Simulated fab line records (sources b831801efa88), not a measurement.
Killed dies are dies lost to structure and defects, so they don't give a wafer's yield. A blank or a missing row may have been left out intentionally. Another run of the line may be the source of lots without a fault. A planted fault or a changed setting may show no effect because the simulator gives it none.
A struck lot beside a sound one :: flow sky130 :: 44 out of 708 route steps
Sound: wafers L903.1, L903.2, L903.6. Wafers struck: L905.2, L905.3, L905.5. The cause is named last.
Per side, at each step with rows, come the tool, then ch with its chambers, and then its first start. Under that, the readings that differ: sound wafers :: struck wafers :: difference of the means :: sigmas: that difference in standard deviations of wafers without a fault.
alike: readings whose means differ by less than 2 such deviations, and words and numbers that are the same on both sides. not compared: withheld readings, readings that some wafer has no value for, bounds like >300 that may hide the same value, and numbers for which the record gives no deviation and whose values overlap.
A row with sigmas, a row that says differs or no value, or rows on one side alone: a step with any of these is where the two part. When numbers do not overlap yet have no deviation, they are printed without sigmas and do not part them. A reading missing from all wafers of one side parts the sides only when that side holds two or more wafers.

first, 5 steps without rows for these wafers: SKY_FIELD_ISO_WET_ETCH_18 (etches Si3N4 in H3PO4, target depth 25 nm, time 286 s); SKY_FIELD_ISO_CLEAN_19 (cleans in SC1/SC2, time 150 s); SKY_FIELD_ISO_CLEAN_20 (cleans in dHF, time 20 s); SKY_FIELD_ISO_WET_ETCH_21 (etches SiO2 in dHF, target depth 20 nm, time 400 s); SKY_FIELD_ISO_OXIDATION_22 (stabilise 600 s, purge 300 s, target thk 10 nm).
SKY_FIELD_ISO_THK_MEAS_23:
  sound on film metro-03 at day 4 08:31; struck on film metro-03 at day 4 17:43
  alike: FIELD_ISO_OXIDATION_01_THK
then, 1 step without rows for these wafers: SKY_FIELD_ISO_CVD_24 (deposits SiO2, target thk 595 nm, time 99.2 s).
SKY_FIELD_ISO_THK_MEAS_25:
  sound on film metro-01 at day 4 08:39; struck on film metro-01 at day 4 17:50
  alike: FIELD_ISO_CVD_24_THK
then, 1 step without rows for these wafers: SKY_FIELD_ISO_ANNEAL_26 (time 1800 s).
SKY_FIELD_ISO_CMP_27: polishes, stops on Si3N4, t overpolish 16 s, target thk 457.8 nm.
  sound on cmp-02 ch 0,1,2, day 4 10:13; struck on cmp-02 ch 0,1, day 4 19:23
  alike: motor current A, overpolish run s, slurry flow ml min, time to endpoint s
then, 2 steps without rows for these wafers: SKY_FIELD_ISO_WET_ETCH_28 (etches SiO2 in dHF, target depth 23.7 nm, time 47 s); SKY_FIELD_ISO_WET_ETCH_29 (etches Si3N4 in H3PO4, target depth 160 nm, time 1825 s).
SKY_FIELD_ISO_WET_ETCH_30: etches SiO2 in dHF, target depth 25 nm, time 48.24 s.
  sound on wet bench-02 ch 2, day 4 11:34; struck on wet bench-01 ch 1, day 4 20:13
reading: bath heat duty pct (%)
sound: 6.7 6.2 6.8
struck: 0 0 0
difference: -7
sigmas: -11

reading: temp c (C)
sound: 24.94 25.12 25.00
struck: 16.00 15.92 15.82
difference: -9.11
sigmas: -91

reading: model.SiO2_of_FIELD_ISO_CVD_24.thk nm (nm)
sound: 405 406.4 406.4
struck: 413.9 413.9 412.9
difference: +7.6
sigmas: 
then, 2 steps without rows for these wafers: SKY_NWELL_CLEAN_00 (cleans in SC1/SC2, time 150 s); SKY_NWELL_OXIDATION_01 (stabilise 600 s, purge 300 s, target thk 10 nm).
SKY_NWELL_THK_MEAS_02:
  sound on film metro-03 at day 4 13:47; struck on film metro-03 at day 5 00:08
  alike: NWELL_OXIDATION_THK
then, 8 steps without rows for these wafers: SKY_DNWELL_DEHYDRATE_00 (time 60 s); SKY_DNWELL_HMDS_01 (prime time 60 s); SKY_DNWELL_COAT_02 (resist thk 3000 nm); SKY_DNWELL_SOFTBAKE_03; SKY_DNWELL_EXPOSE_04 (exposes mask DNM, target cd 3000 nm); SKY_DNWELL_PEB_05; SKY_DNWELL_DEVELOP_06 (develop time 60 s); SKY_DNWELL_IMPLANT_07.
SKY_DNWELL_STRIP_08: strips in O2/N2.
  sound on plasma asher-01 ch 0,1, day 5 06:36; struck on plasma asher-02 ch 0,1, day 5 17:15
  alike: drypump motor current A, oes product au, strip time to endpoint s
  not compared: rf hours counter h
SKY_DNWELL_TW_MEAS_09:
  sound on film metro-03 at day 5 06:42; struck on film metro-03 at day 5 17:22
reading: DNWELL_TW
sound: 1117 1114 1114
struck: 1133 1130 1130
difference: +16
sigmas: +2
then, 7 steps without rows for these wafers: SKY_PWDE_DEHYDRATE_00 (time 60 s); SKY_PWDE_HMDS_01 (prime time 60 s); SKY_PWDE_COAT_02 (resist thk 3000 nm); SKY_PWDE_SOFTBAKE_03; SKY_PWDE_EXPOSE_04 (exposes mask PWDEM, target cd 840 nm); SKY_PWDE_PEB_05; SKY_PWDE_DEVELOP_06 (develop time 60 s).
SKY_PWDE_OVL_MEAS_07:
  sound on overlay-02 at day 6 00:48; struck on overlay-01 at day 6 11:25
  alike: PWDE_OVL
following that, these wafers have no rows for 1 step: SKY_PWDE_IMPLANT_08.
SKY_PWDE_STRIP_09: strips in O2/N2.
  sound on plasma asher-03 ch 0,1, day 6 00:59; struck on plasma asher-03 ch 0,1, day 6 11:36
  alike: drypump motor current A, oes product au, strip time to endpoint s
  not compared: rf hours counter h
SKY_PWDE_TW_MEAS_10:
  sound on film metro-02 at day 6 01:05; struck on film metro-03 at day 6 11:43
  alike: PWDE_TW
then, 5 steps without rows for these wafers: SKY_NWELL_DEHYDRATE_03 (time 60 s); SKY_NWELL_HMDS_04 (prime time 60 s); SKY_NWELL_COAT_05 (resist thk 3000 nm); SKY_NWELL_SOFTBAKE_06; SKY_NWELL_EXPOSE_07 (exposes mask NWM, target cd 840 nm).
-- the record jumps here: 25 days lie between the struck wafers' starts before and after (it left off in module NWELL and takes up again in module SALICIDE, whose first step shown is number 361 of the route) --
SKY_SALICIDE_CLEAN_00: cleans in HF-last, time 30 s.
  sound on wet bench-03 ch 2, day 31 08:29; struck on wet bench-03 ch 2, day 31 18:04
reading: model.SiO2_of_FIELD_ISO_CVD_24.thk nm (nm)
sound: 359.2 360.5 360.5
struck: 368.2 368 366.9
difference: +7.6
sigmas: 
-- the record jumps here: 17 days lie between the struck wafers' starts before and after (it left off in module SALICIDE and takes up again in module PAD_OPEN, whose first step shown is number 708 of the route) --
SKY_PAD_OPEN_PROBE_99:
  sound on prober-02 at day 48 06:29; struck on prober-02 at day 48 14:34
reading: model.etest.sram nfet pass.off log10 a um
sound: -12.67 -12.73 -12.63
struck: -13.29 -13.23 -13.07
difference: -0.52
sigmas: 

reading: model.etest.sram nfet pass.vt v (V)
sound: 0.6646 0.6711 0.66
struck: 0.707 0.7213 0.6895
difference: +0.041
sigmas: 
  alike: killed_at_M0_to_M3, killed_at_M4_up, killed at contacts, killed at front end, killed at other, killed dies, killed open, killed short

## WHERE THEY PART
At SKY_FIELD_ISO_WET_ETCH_30 first; at SKY_DNWELL_TW_MEAS_09 last (within this record only). Later steps at which nothing parts them and some readings are alike: SKY_PWDE_OVL_MEAS_07, SKY_PWDE_STRIP_09, SKY_PWDE_TW_MEAS_10, SKY_PAD_OPEN_PROBE_99.

WHY: what had been put in by the simulator
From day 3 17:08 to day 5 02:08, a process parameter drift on wet bench-01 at SKY_FIELD_ISO_WET_ETCH_30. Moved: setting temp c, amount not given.
